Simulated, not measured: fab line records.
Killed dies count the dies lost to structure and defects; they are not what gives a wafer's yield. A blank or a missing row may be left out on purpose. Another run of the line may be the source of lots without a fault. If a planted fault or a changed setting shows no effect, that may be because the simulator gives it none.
Which tool was responsible?	flow gf180mcu	route of 602 steps, sampled at 1 step: 15 lots, 45 wafers

== WHAT EACH GAUGE READ, for each wafer ==
GF_M1_THK_MEAS_06: measures by xrf. Usual: M1_ALCU_THK gives 452 nm (standard deviation 5.6).
lot	measured	on	M1_ALCU_THK (nm)	flag
L365	day 16 10:28	film metro-02	456 458 452	
L367	day 16 19:05	film metro-01	453 452 455	
L366	day 16 21:17	film metro-01	452 451 441	
L368	day 17 13:57	film metro-03	458 454 445	
L370	day 18 11:16	film metro-01	449 449 458	
L371	day 18 23:32	film metro-02	450 451 452	
L373	day 19 10:49	film metro-03	462 451 456	
L374	day 19 19:11	film metro-02	459 467 463	
L375	day 20 05:24	film metro-02	452 443 445	
L376	day 20 13:22	film metro-01	455 454 452	
L377	day 20 17:16	film metro-03	447 443 452	
L378	day 21 02:23	film metro-03	447 452 446	
L386	day 23 12:38	film metro-02	456 450 452	
L387	day 23 23:05	film metro-01	449 448 442	
L388	day 24 06:29	film metro-03	446 453 449	

== WHAT TOOL EACH LOT RAN ON (gives the tool, then ch and the chambers of the sampled wafers, and finally the start) ==
Before these readings, the record contains no process step.

== AS READ BY THE TOOLS THEMSELVES (means over the sampled wafers that have a number; for cases with no such wafer, the mark the record gives instead) ==
The record holds no such reading with a usual standard deviation.

== THE ANSWER, worked out from the rows above alone ==
Rule: take the mean of a lot's wafers that have a number; if it is more than 3 standard deviations from the usual mean, the lot is off. A lot without any number at a reading at which 4 lots or more have one is off too. The other lots that the step has rows for count as sound. First the gauges in route order, then the tools' own readings, where a lot's mean is used as printed above. The first step at which some lot is off is used, and at that step the reading that is off furthest; a lot without a number counts as furthest.
Nothing can be told from this: no lot is off at any reading shown.

== WHAT HAD BEEN PUT IN BY THE SIMULATOR ==
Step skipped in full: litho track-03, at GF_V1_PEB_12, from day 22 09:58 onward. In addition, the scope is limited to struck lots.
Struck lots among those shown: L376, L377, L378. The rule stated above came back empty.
